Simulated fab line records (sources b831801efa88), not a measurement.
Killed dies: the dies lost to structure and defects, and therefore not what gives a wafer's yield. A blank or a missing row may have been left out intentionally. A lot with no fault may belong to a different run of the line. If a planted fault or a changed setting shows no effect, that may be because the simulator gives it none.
A lot that was struck, set against a sound lot    flow sky130    15 steps out of a route of 708
Sound: wafers L775.1, L775.2, L775.5. Struck: wafers L782.1, L782.2, L782.5. The cause is named last.
For every step that has rows: the tool of each side, followed by ch and its chambers, followed by its first start. Under that, the readings that differ: sound wafers    struck wafers    difference of the means    sigmas: that difference in standard deviations of wafers without a fault.
alike: words and numbers the same on both sides, and readings whose means are apart by under 2 such deviations; not compared: readings that were withheld, readings missing a value for some wafer, numbers with overlapping values and no deviation given by the record, and bounds like >300 which may hide the same value.
The two part at a step that has a row with sigmas, a row that says differs or no value, or rows on one side only. When numbers do not overlap yet have no deviation, they are printed without sigmas and do not part them. A reading missing from all wafers of one side parts the sides only when that side holds two or more wafers.

first, 2 steps without rows for these wafers: SKY_CAP2M_PEB_10; SKY_CAP2M_DEVELOP_11 (develop time 60 s).
SKY_CAP2M_OVL_MEAS_12:
  sound on overlay-02, day 42 20:36; struck on overlay-02, day 43 23:05
  alike: CAP2M_OVL
SKY_CAP2M_METAL_ETCH_13: etches TiN in Cl2/BCl3, stops on SiO2, target depth 220 nm, time 62.9 s.
  sound on rie metal-02 ch 0,1, day 42 20:38; struck on rie metal-02 ch 0,1, day 43 23:08
reading                sound              struck             difference  sigmas
oes product au (a.u.)  0.929 0.932 0.933  0.954 0.947 0.949  +0.019      +3
  alike: drypump motor current A, throttle valve pct
  not compared: rf hours counter h
SKY_CAP2M_STRIP_14: strips in O2/N2.
  sound on plasma asher-03 ch 0,1, day 42 20:43; struck on plasma asher-04 ch 0,1, day 43 23:12
reading                      sound        struck       difference  sigmas
drypump motor current A (A)  5.0 5.4 5.0  6.1 5.7 6.1  +0.8        +2
  alike: oes product au, strip time to endpoint s
  not compared: rf hours counter h
then, 7 steps without rows for these wafers: SKY_CAP2M_STRIP_15 (strips in post etch residue remover, time 1200 s); SKY_CAP2M_CLEAN_16 (cleans in IPA, time 180 s); SKY_CAP2M_CLEAN_17 (cleans in O3/DIW); SKY_METAL4_DEHYDRATE_05 (time 60 s); SKY_METAL4_HMDS_06 (prime time 60 s); SKY_METAL4_COAT_07 (resist thk 60 nm); SKY_METAL4_COAT_08 (resist thk 1140 nm).
SKY_METAL4_SOFTBAKE_09: time 90 s.
  sound on litho track-01 ch 0, day 43 08:00; struck on litho track-01 ch 0, day 44 10:00
reading                   sound                 struck                difference  sigmas
heater power total W (W)  57.33 57.31 57.31     59.25 59.16 58.95     +1.80       +15
run length s (s)          119.28 119.34 119.21  111.50 111.65 111.77  -7.64       -51
  alike: resist line temp C
then, 1 step without rows for these wafers: SKY_METAL4_EXPOSE_10 (exposes mask MM4, target cd 300 nm).
-- the record jumps here: 4 days lie between the struck wafers' starts before and after (it left off in module METAL4 and takes up again in module PAD_OPEN, whose first step shown is number 708 of the route) --
SKY_PAD_OPEN_PROBE_99:
  sound on prober-01, day 47 14:51; struck on prober-01, day 48 13:49
  alike: defect limited yield, killed_at_M0_to_M3, killed_at_M4_up, killed at contacts, killed at front end, killed at other, killed dies, killed open, killed short, sort_bin_3_pad_short, sort_bin_5_function, sort_bin_6_memory, sort n pass, sort yield pct

WHERE THEY PART
First at SKY_CAP2M_METAL_ETCH_13; last, within this record, at SKY_METAL4_SOFTBAKE_09. Later steps at which nothing parts them and some readings are alike: SKY_PAD_OPEN_PROBE_99.

WHY: the cause the simulator had injected
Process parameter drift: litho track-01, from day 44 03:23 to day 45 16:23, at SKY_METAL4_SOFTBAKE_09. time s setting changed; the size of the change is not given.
